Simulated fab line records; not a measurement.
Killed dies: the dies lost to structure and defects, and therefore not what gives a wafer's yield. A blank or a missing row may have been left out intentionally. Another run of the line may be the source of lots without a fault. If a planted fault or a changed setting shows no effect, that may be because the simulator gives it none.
Which tool was responsible? || flow gf180mcu || 24 lots with 72 wafers sampled at 5 steps, on a route of 602 steps

WHAT THE GAUGES READ, wafer by wafer
GF_V4_OVL_MEAS_15. Usual: V4_OVL gives 0 nm (standard deviation 4.5).
{"lot": "L074", "measured": "day 24 22:52", "on": "overlay-01", "V4_OVL (nm)": "7 2 5", "flag": ""}
{"lot": "L075", "measured": "day 25 10:01", "on": "overlay-02", "V4_OVL (nm)": "-8 -1 -8", "flag": ""}
{"lot": "L076", "measured": "day 25 14:31", "on": "overlay-01", "V4_OVL (nm)": "0 7 1", "flag": ""}
{"lot": "L077", "measured": "day 25 17:37", "on": "overlay-01", "V4_OVL (nm)": "-5 2 6", "flag": ""}
{"lot": "L079", "measured": "day 25 23:46", "on": "overlay-01", "V4_OVL (nm)": "6 2 5", "flag": ""}
{"lot": "L078", "measured": "day 26 04:04", "on": "overlay-02", "V4_OVL (nm)": "2 2 7", "flag": ""}
{"lot": "L080", "measured": "day 26 13:41", "on": "overlay-01", "V4_OVL (nm)": "2 -1 -4", "flag": ""}
{"lot": "L081", "measured": "day 26 21:22", "on": "overlay-01", "V4_OVL (nm)": "-3 1 -2", "flag": ""}
{"lot": "L082", "measured": "day 27 02:28", "on": "overlay-01", "V4_OVL (nm)": "-7 5 4", "flag": ""}
{"lot": "L083", "measured": "day 27 06:07", "on": "overlay-02", "V4_OVL (nm)": "-1 2 -3", "flag": ""}
{"lot": "L084", "measured": "day 27 21:04", "on": "overlay-02", "V4_OVL (nm)": "-5 -1 12", "flag": ""}
{"lot": "L085", "measured": "day 28 05:04", "on": "overlay-01", "V4_OVL (nm)": "1 -4 -5", "flag": ""}
{"lot": "L086", "measured": "day 28 13:46", "on": "overlay-02", "V4_OVL (nm)": "10 4 3", "flag": ""}
{"lot": "L087", "measured": "day 28 16:52", "on": "overlay-02", "V4_OVL (nm)": "0 6 3", "flag": ""}
{"lot": "L088", "measured": "day 28 20:40", "on": "overlay-01", "V4_OVL (nm)": "-4 -3 -5", "flag": ""}
{"lot": "L089", "measured": "day 29 11:46", "on": "overlay-01", "V4_OVL (nm)": "-5 -5 -6", "flag": ""}
{"lot": "L090", "measured": "day 29 12:31", "on": "overlay-01", "V4_OVL (nm)": "2 -5 -3", "flag": ""}
{"lot": "L091", "measured": "day 29 21:22", "on": "overlay-01", "V4_OVL (nm)": "6 -3 -7", "flag": ""}
{"lot": "L092", "measured": "day 29 21:28", "on": "overlay-02", "V4_OVL (nm)": "5 5 9", "flag": ""}
{"lot": "L093", "measured": "day 30 11:10", "on": "overlay-01", "V4_OVL (nm)": "-3 1 3", "flag": ""}
{"lot": "L094", "measured": "day 30 13:49", "on": "overlay-02", "V4_OVL (nm)": "1 -2 -1", "flag": ""}
{"lot": "L095", "measured": "day 31 01:37", "on": "overlay-02", "V4_OVL (nm)": "0 -5 -5", "flag": ""}
{"lot": "L096", "measured": "day 31 04:13", "on": "overlay-01", "V4_OVL (nm)": "2 4 0", "flag": ""}
{"lot": "L097", "measured": "day 31 08:40", "on": "overlay-01", "V4_OVL (nm)": "6 3 5", "flag": ""}

GF_MIM_THK_MEAS_06. Usual: MIM_CVD_05_THK gives 42.1 nm (standard deviation 0.51).
{"lot": "L074", "measured": "day 25 01:09", "on": "film-metro-01", "MIM_CVD_05_THK (nm)": "41.1 42.6 42.1", "flag": ""}
{"lot": "L075", "measured": "day 25 12:02", "on": "film-metro-01", "MIM_CVD_05_THK (nm)": "41.7 41.6 42.6", "flag": ""}
{"lot": "L076", "measured": "day 25 16:15", "on": "film-metro-01", "MIM_CVD_05_THK (nm)": "42.0 42.5 42.4", "flag": ""}
{"lot": "L077", "measured": "day 25 19:23", "on": "film-metro-04", "MIM_CVD_05_THK (nm)": "42.1 42.1 42.0", "flag": ""}
{"lot": "L079", "measured": "day 26 01:25", "on": "film-metro-04", "MIM_CVD_05_THK (nm)": "41.3 41.6 41.7", "flag": ""}
{"lot": "L078", "measured": "day 26 05:43", "on": "film-metro-01", "MIM_CVD_05_THK (nm)": "42.4 42.7 42.4", "flag": ""}
{"lot": "L080", "measured": "day 26 15:20", "on": "film-metro-02", "MIM_CVD_05_THK (nm)": "41.7 42.6 42.5", "flag": ""}
{"lot": "L081", "measured": "day 26 23:17", "on": "film-metro-01", "MIM_CVD_05_THK (nm)": "42.4 43.0 42.8", "flag": ""}
{"lot": "L082", "measured": "day 27 04:08", "on": "film-metro-02", "MIM_CVD_05_THK (nm)": "41.8 42.6 43.1", "flag": ""}
{"lot": "L083", "measured": "day 27 07:49", "on": "film-metro-01", "MIM_CVD_05_THK (nm)": "41.9 41.9 42.2", "flag": ""}
{"lot": "L084", "measured": "day 27 22:46", "on": "film-metro-04", "MIM_CVD_05_THK (nm)": "41.5 41.4 42.1", "flag": ""}
{"lot": "L085", "measured": "day 28 06:43", "on": "film-metro-04", "MIM_CVD_05_THK (nm)": "42.1 42.4 43.4", "flag": ""}
{"lot": "L086", "measured": "day 28 15:26", "on": "film-metro-04", "MIM_CVD_05_THK (nm)": "41.3 41.7 42.3", "flag": ""}
{"lot": "L087", "measured": "day 28 18:31", "on": "film-metro-04", "MIM_CVD_05_THK (nm)": "41.4 43.0 42.4", "flag": ""}
{"lot": "L088", "measured": "day 28 22:19", "on": "film-metro-04", "MIM_CVD_05_THK (nm)": "41.4 41.3 42.3", "flag": ""}
{"lot": "L089", "measured": "day 29 13:32", "on": "film-metro-01", "MIM_CVD_05_THK (nm)": "41.7 42.2 42.5", "flag": ""}
{"lot": "L090", "measured": "day 29 14:18", "on": "film-metro-02", "MIM_CVD_05_THK (nm)": "41.6 42.1 42.2", "flag": ""}
{"lot": "L091", "measured": "day 29 23:02", "on": "film-metro-01", "MIM_CVD_05_THK (nm)": "41.2 42.9 42.3", "flag": ""}
{"lot": "L092", "measured": "day 29 23:10", "on": "film-metro-02", "MIM_CVD_05_THK (nm)": "41.7 42.0 42.0", "flag": ""}
{"lot": "L093", "measured": "day 30 12:50", "on": "film-metro-04", "MIM_CVD_05_THK (nm)": "41.5 41.8 41.9", "flag": ""}
{"lot": "L094", "measured": "day 30 15:28", "on": "film-metro-02", "MIM_CVD_05_THK (nm)": "42.1 42.6 42.5", "flag": ""}
{"lot": "L095", "measured": "day 31 03:20", "on": "film-metro-01", "MIM_CVD_05_THK (nm)": "41.8 42.4 43.1", "flag": ""}
{"lot": "L096", "measured": "day 31 05:53", "on": "film-metro-01", "MIM_CVD_05_THK (nm)": "41.9 41.1 41.8", "flag": ""}
{"lot": "L097", "measured": "day 31 10:19", "on": "film-metro-01", "MIM_CVD_05_THK (nm)": "42.0 42.6 42.7", "flag": ""}

TOOL THAT RAN EACH LOT (tool first, then ch and the chambers of the sampled wafers, then the start)
{"lot": "L074", "GF_M3_METAL_ETCH_16": "rie-metal-01 ch 0,1, day 21 21:51", "GF_V3_SPUTTER_22": "pvd-sputter-02, day 22 23:32", "GF_V4_ETCH_16": "rie-diel-01 ch 0,2, day 24 22:54"}
{"lot": "L075", "GF_M3_METAL_ETCH_16": "rie-metal-04 ch 0, day 22 10:20", "GF_V3_SPUTTER_22": "pvd-sputter-03, day 23 11:55", "GF_V4_ETCH_16": "rie-diel-04 ch 1,3, day 25 10:03"}
{"lot": "L076", "GF_M3_METAL_ETCH_16": "rie-metal-01 ch 0,1, day 22 14:46", "GF_V3_SPUTTER_22": "pvd-sputter-03, day 23 16:23", "GF_V4_ETCH_16": "rie-diel-03 ch 1,2, day 25 14:33"}
{"lot": "L077", "GF_M3_METAL_ETCH_16": "rie-metal-01 ch 0,1, day 22 19:30", "GF_V3_SPUTTER_22": "pvd-sputter-02, day 23 19:58", "GF_V4_ETCH_16": "rie-diel-01 ch 0,1,3, day 25 17:39"}
{"lot": "L079", "GF_M3_METAL_ETCH_16": "rie-metal-01 ch 0,1, day 23 01:26", "GF_V3_SPUTTER_22": "pvd-sputter-02, day 24 01:52", "GF_V4_ETCH_16": "rie-diel-01 ch 0,2,3, day 25 23:48"}
{"lot": "L078", "GF_M3_METAL_ETCH_16": "rie-metal-03 ch 0,1, day 23 05:05", "GF_V3_SPUTTER_22": "pvd-sputter-03, day 24 06:26", "GF_V4_ETCH_16": "rie-diel-03 ch 1,3, day 26 04:06"}
{"lot": "L080", "GF_M3_METAL_ETCH_16": "rie-metal-04 ch 0,1, day 23 16:23", "GF_V3_SPUTTER_22": "pvd-sputter-02, day 24 16:50", "GF_V4_ETCH_16": "rie-diel-03 ch 0,3, day 26 13:42"}
{"lot": "L081", "GF_M3_METAL_ETCH_16": "rie-metal-01 ch 0,1, day 24 01:26", "GF_V3_SPUTTER_22": "pvd-sputter-03, day 25 01:28", "GF_V4_ETCH_16": "rie-diel-01 ch 0,2,3, day 26 21:24"}
{"lot": "L082", "GF_M3_METAL_ETCH_16": "rie-metal-03 ch 0,1, day 24 07:17", "GF_V3_SPUTTER_22": "pvd-sputter-02, day 25 06:59", "GF_V4_ETCH_16": "rie-diel-01 ch 0,1,3, day 27 02:30"}
{"lot": "L083", "GF_M3_METAL_ETCH_16": "rie-metal-03 ch 0,1, day 24 10:42", "GF_V3_SPUTTER_22": "pvd-sputter-02, day 25 10:07", "GF_V4_ETCH_16": "rie-diel-04 ch 0,1,3, day 27 06:09"}
{"lot": "L084", "GF_M3_METAL_ETCH_16": "rie-metal-04 ch 0,1, day 25 03:15", "GF_V3_SPUTTER_22": "pvd-sputter-02, day 26 02:04", "GF_V4_ETCH_16": "rie-diel-03 ch 1,2,3, day 27 21:06"}
{"lot": "L085", "GF_M3_METAL_ETCH_16": "rie-metal-03 ch 0,1, day 25 11:03", "GF_V3_SPUTTER_22": "pvd-sputter-02, day 26 10:29", "GF_V4_ETCH_16": "rie-diel-03 ch 1,2,3, day 28 05:06"}
{"lot": "L086", "GF_M3_METAL_ETCH_16": "rie-metal-03 ch 0,1, day 25 18:38", "GF_V3_SPUTTER_22": "pvd-sputter-03, day 26 17:40", "GF_V4_ETCH_16": "rie-diel-04 ch 0,1,2, day 28 13:48"}
{"lot": "L087", "GF_M3_METAL_ETCH_16": "rie-metal-04 ch 0,1, day 26 00:36", "GF_V3_SPUTTER_22": "pvd-sputter-03, day 26 23:10", "GF_V4_ETCH_16": "rie-diel-03 ch 0,2,3, day 28 16:54"}
{"lot": "L088", "GF_M3_METAL_ETCH_16": "rie-metal-01 ch 0,1, day 26 04:59", "GF_V3_SPUTTER_22": "pvd-sputter-03, day 27 04:04", "GF_V4_ETCH_16": "rie-diel-04 ch 1,2,3, day 28 20:42"}
{"lot": "L089", "GF_M3_METAL_ETCH_16": "rie-metal-01 ch 0,1, day 26 17:00", "GF_V3_SPUTTER_22": "pvd-sputter-01, day 27 16:50", "GF_V4_ETCH_16": "rie-diel-04 ch 1,2, day 29 11:48"}
{"lot": "L090", "GF_M3_METAL_ETCH_16": "rie-metal-01 ch 0,1, day 26 20:33", "GF_V3_SPUTTER_22": "pvd-sputter-02, day 27 17:56", "GF_V4_ETCH_16": "rie-diel-04 ch 0,3, day 29 12:33"}
{"lot": "L091", "GF_M3_METAL_ETCH_16": "rie-metal-01 ch 1, day 27 06:34", "GF_V3_SPUTTER_22": "pvd-sputter-02, day 28 03:19", "GF_V4_ETCH_16": "rie-diel-01 ch 0,1,3, day 29 21:24"}
{"lot": "L092", "GF_M3_METAL_ETCH_16": "rie-metal-03 ch 1, day 27 07:21", "GF_V3_SPUTTER_22": "pvd-sputter-01, day 28 04:31", "GF_V4_ETCH_16": "rie-diel-03 ch 2,3, day 29 21:30"}
{"lot": "L093", "GF_M3_METAL_ETCH_16": "rie-metal-04 ch 0,1, day 27 20:58", "GF_V3_SPUTTER_22": "pvd-sputter-02, day 28 18:19", "GF_V4_ETCH_16": "rie-diel-03 ch 0,2,3, day 30 11:12"}
{"lot": "L094", "GF_M3_METAL_ETCH_16": "rie-metal-04 ch 0,1, day 27 23:44", "GF_V3_SPUTTER_22": "pvd-sputter-01, day 28 21:31", "GF_V4_ETCH_16": "rie-diel-04 ch 0,2,3, day 30 13:51"}
{"lot": "L095", "GF_M3_METAL_ETCH_16": "rie-metal-03 ch 0,1, day 28 13:30", "GF_V3_SPUTTER_22": "pvd-sputter-03, day 29 10:07", "GF_V4_ETCH_16": "rie-diel-04 ch 1,2,3, day 31 01:39"}
{"lot": "L096", "GF_M3_METAL_ETCH_16": "rie-metal-01 ch 0,1, day 28 15:09", "GF_V3_SPUTTER_22": "pvd-sputter-03, day 29 12:43", "GF_V4_ETCH_16": "rie-diel-03 ch 0,2,3, day 31 04:15"}
{"lot": "L097", "GF_M3_METAL_ETCH_16": "rie-metal-01 ch 0,1, day 28 19:57", "GF_V3_SPUTTER_22": "pvd-sputter-01, day 29 16:55", "GF_V4_ETCH_16": "rie-diel-03 ch 0,1,3, day 31 08:42"}
- GF_M3_METAL_ETCH_16: etches the open film in Cl2/BCl3, stops on SiO2, target depth 627.5 nm, time 104.6 s.
- GF_V3_SPUTTER_22: material TiN, target thk 10 nm, time 40 s.
- GF_V4_ETCH_16: etches BARC in N2/H2.

WHAT THE TOOLS THEMSELVES READ (means of the sampled wafers that have a number; where no wafer has one, the mark that the record gives instead)
GF_M3_METAL_ETCH_16. Usual: drypump-motor-current-A 5.6 A, standard deviation 0.35; he-backside-leak-sccm 3.25 sccm, standard deviation 0.2; oes-product-au 0.974 a.u., standard deviation 0.005; throttle-valve-pct 28.248 %, standard deviation 0.01.
{"lot": "L074", "tool": "rie-metal-01", "drypump-motor-current-A (A)": 5.6, "he-backside-leak-sccm (sccm)": 3.19, "oes-product-au (a.u.)": 0.973, "throttle-valve-pct (%)": 28.243, "flag": ""}
{"lot": "L075", "tool": "rie-metal-04", "drypump-motor-current-A (A)": 5.7, "he-backside-leak-sccm (sccm)": 3.25, "oes-product-au (a.u.)": 0.973, "throttle-valve-pct (%)": 28.249, "flag": ""}
{"lot": "L076", "tool": "rie-metal-01", "drypump-motor-current-A (A)": 5.6, "he-backside-leak-sccm (sccm)": 3.32, "oes-product-au (a.u.)": 0.973, "throttle-valve-pct (%)": 28.252, "flag": ""}
{"lot": "L077", "tool": "rie-metal-01", "drypump-motor-current-A (A)": 5.6, "he-backside-leak-sccm (sccm)": 3.24, "oes-product-au (a.u.)": 0.974, "throttle-valve-pct (%)": 28.262, "flag": ""}
{"lot": "L079", "tool": "rie-metal-01", "drypump-motor-current-A (A)": 5.6, "he-backside-leak-sccm (sccm)": 3.35, "oes-product-au (a.u.)": 0.979, "throttle-valve-pct (%)": 28.244, "flag": ""}
{"lot": "L078", "tool": "rie-metal-03", "drypump-motor-current-A (A)": 5.1, "he-backside-leak-sccm (sccm)": 3.26, "oes-product-au (a.u.)": 0.977, "throttle-valve-pct (%)": 28.249, "flag": ""}
{"lot": "L080", "tool": "rie-metal-04", "drypump-motor-current-A (A)": 6.0, "he-backside-leak-sccm (sccm)": 3.33, "oes-product-au (a.u.)": 0.980, "throttle-valve-pct (%)": 28.248, "flag": ""}
{"lot": "L081", "tool": "rie-metal-01", "drypump-motor-current-A (A)": 5.6, "he-backside-leak-sccm (sccm)": 3.00, "oes-product-au (a.u.)": 0.975, "throttle-valve-pct (%)": 28.242, "flag": ""}
{"lot": "L082", "tool": "rie-metal-03", "drypump-motor-current-A (A)": 5.1, "he-backside-leak-sccm (sccm)": 3.25, "oes-product-au (a.u.)": 0.976, "throttle-valve-pct (%)": 28.250, "flag": ""}
{"lot": "L083", "tool": "rie-metal-03", "drypump-motor-current-A (A)": 5.1, "he-backside-leak-sccm (sccm)": 3.26, "oes-product-au (a.u.)": 0.973, "throttle-valve-pct (%)": 28.240, "flag": ""}
{"lot": "L084", "tool": "rie-metal-04", "drypump-motor-current-A (A)": 5.8, "he-backside-leak-sccm (sccm)": 3.40, "oes-product-au (a.u.)": 0.979, "throttle-valve-pct (%)": 28.247, "flag": ""}
{"lot": "L085", "tool": "rie-metal-03", "drypump-motor-current-A (A)": 5.1, "he-backside-leak-sccm (sccm)": 3.24, "oes-product-au (a.u.)": 0.971, "throttle-valve-pct (%)": 28.255, "flag": ""}
{"lot": "L086", "tool": "rie-metal-03", "drypump-motor-current-A (A)": 5.1, "he-backside-leak-sccm (sccm)": 3.23, "oes-product-au (a.u.)": 0.980, "throttle-valve-pct (%)": 28.240, "flag": ""}
{"lot": "L087", "tool": "rie-metal-04", "drypump-motor-current-A (A)": 5.8, "he-backside-leak-sccm (sccm)": 3.35, "oes-product-au (a.u.)": 0.977, "throttle-valve-pct (%)": 28.255, "flag": ""}
{"lot": "L088", "tool": "rie-metal-01", "drypump-motor-current-A (A)": 5.6, "he-backside-leak-sccm (sccm)": 3.23, "oes-product-au (a.u.)": 0.969, "throttle-valve-pct (%)": 28.254, "flag": ""}
{"lot": "L089", "tool": "rie-metal-01", "drypump-motor-current-A (A)": 5.6, "he-backside-leak-sccm (sccm)": 3.18, "oes-product-au (a.u.)": 0.975, "throttle-valve-pct (%)": 28.247, "flag": ""}
{"lot": "L090", "tool": "rie-metal-01", "drypump-motor-current-A (A)": 5.6, "he-backside-leak-sccm (sccm)": 3.20, "oes-product-au (a.u.)": 0.970, "throttle-valve-pct (%)": 28.255, "flag": ""}
{"lot": "L091", "tool": "rie-metal-01", "drypump-motor-current-A (A)": 5.7, "he-backside-leak-sccm (sccm)": 2.99, "oes-product-au (a.u.)": 0.972, "throttle-valve-pct (%)": 28.251, "flag": ""}
{"lot": "L092", "tool": "rie-metal-03", "drypump-motor-current-A (A)": 5.7, "he-backside-leak-sccm (sccm)": 3.43, "oes-product-au (a.u.)": 0.973, "throttle-valve-pct (%)": 28.232, "flag": ""}
{"lot": "L093", "tool": "rie-metal-04", "drypump-motor-current-A (A)": 5.9, "he-backside-leak-sccm (sccm)": 3.38, "oes-product-au (a.u.)": 0.975, "throttle-valve-pct (%)": 28.257, "flag": ""}
{"lot": "L094", "tool": "rie-metal-04", "drypump-motor-current-A (A)": 6.0, "he-backside-leak-sccm (sccm)": 3.54, "oes-product-au (a.u.)": 0.973, "throttle-valve-pct (%)": 28.247, "flag": ""}
{"lot": "L095", "tool": "rie-metal-03", "drypump-motor-current-A (A)": 5.4, "he-backside-leak-sccm (sccm)": 3.37, "oes-product-au (a.u.)": 0.975, "throttle-valve-pct (%)": 28.231, "flag": ""}
{"lot": "L096", "tool": "rie-metal-01", "drypump-motor-current-A (A)": 5.6, "he-backside-leak-sccm (sccm)": 3.19, "oes-product-au (a.u.)": 0.970, "throttle-valve-pct (%)": 28.254, "flag": ""}
{"lot": "L097", "tool": "rie-metal-01", "drypump-motor-current-A (A)": 5.6, "he-backside-leak-sccm (sccm)": 3.02, "oes-product-au (a.u.)": 0.974, "throttle-valve-pct (%)": 28.242, "flag": ""}

GF_V3_SPUTTER_22. Usual: throttle-valve-pct 30.0 %, standard deviation 0.75.
{"lot": "L074", "tool": "pvd-sputter-02", "throttle-valve-pct (%)": 30.0, "flag": ""}
{"lot": "L075", "tool": "pvd-sputter-03", "throttle-valve-pct (%)": 30.4, "flag": ""}
{"lot": "L076", "tool": "pvd-sputter-03", "throttle-valve-pct (%)": 30.4, "flag": ""}
{"lot": "L077", "tool": "pvd-sputter-02", "throttle-valve-pct (%)": 29.3, "flag": ""}
{"lot": "L079", "tool": "pvd-sputter-02", "throttle-valve-pct (%)": 29.5, "flag": ""}
{"lot": "L078", "tool": "pvd-sputter-03", "throttle-valve-pct (%)": 30.5, "flag": ""}
{"lot": "L080", "tool": "pvd-sputter-02", "throttle-valve-pct (%)": 29.1, "flag": ""}
{"lot": "L081", "tool": "pvd-sputter-03", "throttle-valve-pct (%)": 30.2, "flag": ""}
{"lot": "L082", "tool": "pvd-sputter-02", "throttle-valve-pct (%)": 29.7, "flag": ""}
{"lot": "L083", "tool": "pvd-sputter-02", "throttle-valve-pct (%)": 30.1, "flag": ""}
{"lot": "L084", "tool": "pvd-sputter-02", "throttle-valve-pct (%)": 30.0, "flag": ""}
{"lot": "L085", "tool": "pvd-sputter-02", "throttle-valve-pct (%)": 29.4, "flag": ""}
{"lot": "L086", "tool": "pvd-sputter-03", "throttle-valve-pct (%)": 30.2, "flag": ""}
{"lot": "L087", "tool": "pvd-sputter-03", "throttle-valve-pct (%)": 30.5, "flag": ""}
{"lot": "L088", "tool": "pvd-sputter-03", "throttle-valve-pct (%)": 30.4, "flag": ""}
{"lot": "L089", "tool": "pvd-sputter-01", "throttle-valve-pct (%)": 29.7, "flag": ""}
{"lot": "L090", "tool": "pvd-sputter-02", "throttle-valve-pct (%)": 29.0, "flag": ""}
{"lot": "L091", "tool": "pvd-sputter-02", "throttle-valve-pct (%)": 29.0, "flag": ""}
{"lot": "L092", "tool": "pvd-sputter-01", "throttle-valve-pct (%)": 29.6, "flag": ""}
{"lot": "L093", "tool": "pvd-sputter-02", "throttle-valve-pct (%)": 30.1, "flag": ""}
{"lot": "L094", "tool": "pvd-sputter-01", "throttle-valve-pct (%)": 30.0, "flag": ""}
{"lot": "L095", "tool": "pvd-sputter-03", "throttle-valve-pct (%)": 30.8, "flag": ""}
{"lot": "L096", "tool": "pvd-sputter-03", "throttle-valve-pct (%)": 30.1, "flag": ""}
{"lot": "L097", "tool": "pvd-sputter-01", "throttle-valve-pct (%)": 29.8, "flag": ""}

GF_V4_ETCH_16. Usual: drypump-motor-current-A 5.6 A, standard deviation 0.57; n2-flow-sccm 100.02 sccm, standard deviation 0.29; oes-product-au 0.855 a.u., standard deviation 0.0048; throttle-valve-pct 13.226 %, standard deviation 0.0091.
{"lot": "L074", "tool": "rie-diel-01", "drypump-motor-current-A (A)": 4.9, "n2-flow-sccm (sccm)": 100.07, "oes-product-au (a.u.)": 0.853, "throttle-valve-pct (%)": 13.232, "flag": ""}
{"lot": "L075", "tool": "rie-diel-04", "drypump-motor-current-A (A)": 6.3, "n2-flow-sccm (sccm)": 100.01, "oes-product-au (a.u.)": 0.854, "throttle-valve-pct (%)": 13.231, "flag": ""}
{"lot": "L076", "tool": "rie-diel-03", "drypump-motor-current-A (A)": 5.2, "n2-flow-sccm (sccm)": 100.17, "oes-product-au (a.u.)": 0.854, "throttle-valve-pct (%)": 13.231, "flag": ""}
{"lot": "L077", "tool": "rie-diel-01", "drypump-motor-current-A (A)": 5.8, "n2-flow-sccm (sccm)": 100.30, "oes-product-au (a.u.)": 0.858, "throttle-valve-pct (%)": 13.228, "flag": ""}
{"lot": "L079", "tool": "rie-diel-01", "drypump-motor-current-A (A)": 5.4, "n2-flow-sccm (sccm)": 99.94, "oes-product-au (a.u.)": 0.856, "throttle-valve-pct (%)": 13.226, "flag": ""}
{"lot": "L078", "tool": "rie-diel-03", "drypump-motor-current-A (A)": 5.5, "n2-flow-sccm (sccm)": 100.30, "oes-product-au (a.u.)": 0.851, "throttle-valve-pct (%)": 13.225, "flag": ""}
{"lot": "L080", "tool": "rie-diel-03", "drypump-motor-current-A (A)": 5.5, "n2-flow-sccm (sccm)": 99.94, "oes-product-au (a.u.)": 0.860, "throttle-valve-pct (%)": 13.235, "flag": ""}
{"lot": "L081", "tool": "rie-diel-01", "drypump-motor-current-A (A)": 5.4, "n2-flow-sccm (sccm)": 100.09, "oes-product-au (a.u.)": 0.857, "throttle-valve-pct (%)": 13.219, "flag": ""}
{"lot": "L082", "tool": "rie-diel-01", "drypump-motor-current-A (A)": 5.8, "n2-flow-sccm (sccm)": 99.92, "oes-product-au (a.u.)": 0.853, "throttle-valve-pct (%)": 13.237, "flag": ""}
{"lot": "L083", "tool": "rie-diel-04", "drypump-motor-current-A (A)": 5.8, "n2-flow-sccm (sccm)": 99.85, "oes-product-au (a.u.)": 0.857, "throttle-valve-pct (%)": 13.230, "flag": ""}
{"lot": "L084", "tool": "rie-diel-03", "drypump-motor-current-A (A)": 5.3, "n2-flow-sccm (sccm)": 99.96, "oes-product-au (a.u.)": 0.851, "throttle-valve-pct (%)": 13.225, "flag": ""}
{"lot": "L085", "tool": "rie-diel-03", "drypump-motor-current-A (A)": 5.3, "n2-flow-sccm (sccm)": 99.82, "oes-product-au (a.u.)": 0.849, "throttle-valve-pct (%)": 13.220, "flag": ""}
{"lot": "L086", "tool": "rie-diel-04", "drypump-motor-current-A (A)": 5.8, "n2-flow-sccm (sccm)": 100.20, "oes-product-au (a.u.)": 0.855, "throttle-valve-pct (%)": 13.219, "flag": ""}
{"lot": "L087", "tool": "rie-diel-03", "drypump-motor-current-A (A)": 5.2, "n2-flow-sccm (sccm)": 99.80, "oes-product-au (a.u.)": 0.857, "throttle-valve-pct (%)": 13.218, "flag": ""}
{"lot": "L088", "tool": "rie-diel-04", "drypump-motor-current-A (A)": 6.3, "n2-flow-sccm (sccm)": 99.91, "oes-product-au (a.u.)": 0.856, "throttle-valve-pct (%)": 13.227, "flag": ""}
{"lot": "L089", "tool": "rie-diel-04", "drypump-motor-current-A (A)": 6.1, "n2-flow-sccm (sccm)": 100.13, "oes-product-au (a.u.)": 0.850, "throttle-valve-pct (%)": 13.228, "flag": ""}
{"lot": "L090", "tool": "rie-diel-04", "drypump-motor-current-A (A)": 5.9, "n2-flow-sccm (sccm)": 100.00, "oes-product-au (a.u.)": 0.853, "throttle-valve-pct (%)": 13.219, "flag": ""}
{"lot": "L091", "tool": "rie-diel-01", "drypump-motor-current-A (A)": 5.8, "n2-flow-sccm (sccm)": 100.17, "oes-product-au (a.u.)": 0.858, "throttle-valve-pct (%)": 13.220, "flag": ""}
{"lot": "L092", "tool": "rie-diel-03", "drypump-motor-current-A (A)": 5.4, "n2-flow-sccm (sccm)": 100.19, "oes-product-au (a.u.)": 0.855, "throttle-valve-pct (%)": 13.231, "flag": ""}
{"lot": "L093", "tool": "rie-diel-03", "drypump-motor-current-A (A)": 5.2, "n2-flow-sccm (sccm)": 100.05, "oes-product-au (a.u.)": 0.854, "throttle-valve-pct (%)": 13.228, "flag": ""}
{"lot": "L094", "tool": "rie-diel-04", "drypump-motor-current-A (A)": 5.8, "n2-flow-sccm (sccm)": 100.10, "oes-product-au (a.u.)": 0.855, "throttle-valve-pct (%)": 13.217, "flag": ""}
{"lot": "L095", "tool": "rie-diel-04", "drypump-motor-current-A (A)": 6.3, "n2-flow-sccm (sccm)": 100.08, "oes-product-au (a.u.)": 0.853, "throttle-valve-pct (%)": 13.219, "flag": ""}
{"lot": "L096", "tool": "rie-diel-03", "drypump-motor-current-A (A)": 5.2, "n2-flow-sccm (sccm)": 99.92, "oes-product-au (a.u.)": 0.854, "throttle-valve-pct (%)": 13.218, "flag": ""}
{"lot": "L097", "tool": "rie-diel-03", "drypump-motor-current-A (A)": 5.4, "n2-flow-sccm (sccm)": 99.75, "oes-product-au (a.u.)": 0.854, "throttle-valve-pct (%)": 13.232, "flag": ""}

THE ANSWER, worked out from the rows above alone
Rule: take the mean of a lot's wafers that have a number; if it is more than 3 standard deviations from the usual mean, the lot is off. Also off: a lot with no number at a reading for which 4 or more lots have one. Any other lot the step has rows for is counted as sound. First the gauges in route order, then the tools' own readings, where a lot's mean is used as printed above. The first step at which some lot is off is used, and at that step the reading that is off furthest; a lot without a number counts as furthest.
Across all readings shown, no lot is off: no conclusion can be drawn from this.

WHAT WAS PUT IN BY THE SIMULATOR
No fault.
